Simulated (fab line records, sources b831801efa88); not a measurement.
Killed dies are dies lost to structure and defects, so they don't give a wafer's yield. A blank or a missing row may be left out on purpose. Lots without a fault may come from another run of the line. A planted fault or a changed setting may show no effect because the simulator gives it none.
Which tool did it? | flow gf180mcu | 14 lots, 42 wafers sampled, at 4 steps of a route of 602

WHAT THE GAUGES READ, wafer by wafer
GF_V5_THK_MEAS_01. Usual: V5_CVD_00_THK 298.9 nm, standard deviation 2.4.
lot  | measured     | on            | V5_CVD_00_THK (nm) | flag
L864 | day 26 01:44 | film_metro-04 | 301.6 303.0 299.2  |
L865 | day 26 17:58 | film_metro-03 | 304.3 301.5 295.9  |
L866 | day 26 22:04 | film_metro-03 | 301.7 297.4 300.1  |
L867 | day 27 07:13 | film_metro-02 | 298.7 296.2 298.1  |
L869 | day 27 22:49 | film_metro-02 | 297.2 300.0 300.5  |
L874 | day 29 12:49 | film_metro-03 | 299.9 298.4 302.2  |
L875 | day 29 21:17 | film_metro-04 | 291.3 294.0 297.0  |
L876 | day 30 02:32 | film_metro-03 | 298.9 298.2 299.3  |
L879 | day 31 01:10 | film_metro-03 | 301.6 296.6 300.3  |
L881 | day 31 15:19 | film_metro-03 | 299.1 301.7 299.4  |
L882 | day 31 18:44 | film_metro-02 | 302.3 301.7 297.6  |
L885 | day 32 10:07 | film_metro-04 | 299.1 297.1 296.2  |
L886 | day 32 14:25 | film_metro-04 | 297.5 300.8 296.5  |
L887 | day 32 22:52 | film_metro-03 | 302.2 298.9 301.9  |

GF_V5_THK_MEAS_03. Usual: V5_CVD_02_THK 1448 nm, standard deviation 17.
lot  | measured     | on            | V5_CVD_02_THK (nm) | flag
L864 | day 26 01:54 | film_metro-03 | 1423 1466 1439     |
L865 | day 26 18:08 | film_metro-02 | 1445 1480 1463     |
L866 | day 26 22:14 | film_metro-04 | 1453 1418 1458     |
L867 | day 27 07:23 | film_metro-02 | 1456 1449 1441     |
L869 | day 27 22:59 | film_metro-03 | 1438 1426 1464     |
L874 | day 29 12:59 | film_metro-04 | 1447 1415 1451     |
L875 | day 29 21:27 | film_metro-03 | 1435 1435 1469     |
L876 | day 30 02:42 | film_metro-02 | 1444 1435 1461     |
L879 | day 31 01:20 | film_metro-03 | 1434 1434 1439     |
L881 | day 31 15:29 | film_metro-02 | 1432 1428 1443     |
L882 | day 31 18:54 | film_metro-02 | 1452 1476 1465     |
L885 | day 32 10:17 | film_metro-03 | 1451 1426 1467     |
L886 | day 32 14:35 | film_metro-02 | 1441 1456 1476     |
L887 | day 32 23:02 | film_metro-02 | 1423 1436 1438     |

GF_TOP_METAL_THK_MEAS_06: measures by xrf. Usual: TOP_METAL_ALCU_THK 882 nm, standard deviation 9.
lot  | measured     | on            | TOP_METAL_ALCU_THK (nm) | flag
L864 | day 27 00:40 | film_metro-03 | 888 883 894             |
L865 | day 27 16:54 | film_metro-02 | 882 899 883             |
L866 | day 27 20:31 | film_metro-03 | 869 877 873             |
L867 | day 28 05:17 | film_metro-02 | 882 881 874             |
L869 | day 28 20:50 | film_metro-02 | 874 871 879             |
L874 | day 30 09:19 | film_metro-02 | 889 874 890             |
L875 | day 30 18:25 | film_metro-01 | 873 880 877             |
L876 | day 30 22:25 | film_metro-03 | 883 877 892             |
L879 | day 31 21:00 | film_metro-03 | 901 883 883             |
L881 | day 32 11:14 | film_metro-03 | 886 882 872             |
L882 | day 32 13:44 | film_metro-01 | 885 871 885             |
L885 | day 33 04:16 | film_metro-03 | 884 875 870             |
L886 | day 33 09:32 | film_metro-03 | 905 890 888             |
L887 | day 33 17:03 | film_metro-03 | 885 869 868             |

WHICH TOOL RAN EACH LOT (tool, then ch and the chambers of the sampled wafers, then the start)
lot  | GF_V5_CMP_04
L864 | cmp-02 ch 0,1,3, day 26 01:57
L865 | cmp-02 ch 0,1, day 26 18:14
L866 | cmp-01 ch 0,2, day 26 22:17
L867 | cmp-02 ch 0,1,3, day 27 07:26
L869 | cmp-01 ch 0,1,2, day 27 23:08
L874 | cmp-02 ch 0,2, day 29 13:05
L875 | cmp-02 ch 0,1,2, day 29 21:37
L876 | cmp-02 ch 0,3, day 30 02:45
L879 | cmp-01 ch 1,2, day 31 01:23
L881 | cmp-01 ch 0,3, day 31 15:35
L882 | cmp-01 ch 1,2, day 31 18:59
L885 | cmp-01 ch 1,2,3, day 32 10:23
L886 | cmp-01 ch 2,3, day 32 14:38
L887 | cmp-02 ch 0,3, day 32 23:08
- GF_V5_CMP_04: polishes SiO2.

WHAT THE TOOLS THEMSELVES READ (means of the sampled wafers that have a number; where no wafer has one, the mark that the record gives instead)
GF_V5_CMP_04. Usual: edge_zone_pressure_frac 0.999, standard deviation 0.0048; head_pressure_psi 4.000 psi, standard deviation 0.0092; motor_current_A 12.0 A, standard deviation 1.7.
lot  | tool   | edge_zone_pressure_frac | head_pressure_psi (psi) | motor_current_A (A) | flag
L864 | cmp-02 | 1.007                   | 4.000                   | 12.2                |
L865 | cmp-02 | 0.996                   | 4.004                   | 13.0                |
L866 | cmp-01 | 0.996                   | 3.995                   | 10.6                |
L867 | cmp-02 | 0.993                   | 4.005                   | 12.6                |
L869 | cmp-01 | 0.996                   | 4.008                   | 11.4                |
L874 | cmp-02 | 0.998                   | 3.994                   | 10.0                |
L875 | cmp-02 | 1.002                   | 4.004                   | 11.7                |
L876 | cmp-02 | 1.007                   | 4.014                   | 10.8                |
L879 | cmp-01 | 0.999                   | 3.998                   | 11.9                |
L881 | cmp-01 | 1.000                   | 3.998                   | 11.8                |
L882 | cmp-01 | 0.999                   | 4.005                   | 12.4                |
L885 | cmp-01 | 1.001                   | 3.999                   | 12.6                |
L886 | cmp-01 | 1.001                   | 3.989                   | 12.9                |
L887 | cmp-02 | 0.998                   | 3.990                   | 12.5                |

THE ANSWER, worked out from the rows above alone
Rule: a lot is off if the mean of its wafers that have a number lies more than 3 standard deviations from the usual mean. A lot without any number at a reading at which 4 lots or more have one is off too. The other lots that the step has rows for count as sound. The gauges are gone through in route order, then the tools' own readings, and for those a lot's mean is taken as printed above. The first step at which some lot is off is used, and at that step the reading that is off furthest; a lot without a number counts as furthest.
No lot is off at any reading shown: from this, nothing can be told.

WHAT THE SIMULATOR HAD PUT IN
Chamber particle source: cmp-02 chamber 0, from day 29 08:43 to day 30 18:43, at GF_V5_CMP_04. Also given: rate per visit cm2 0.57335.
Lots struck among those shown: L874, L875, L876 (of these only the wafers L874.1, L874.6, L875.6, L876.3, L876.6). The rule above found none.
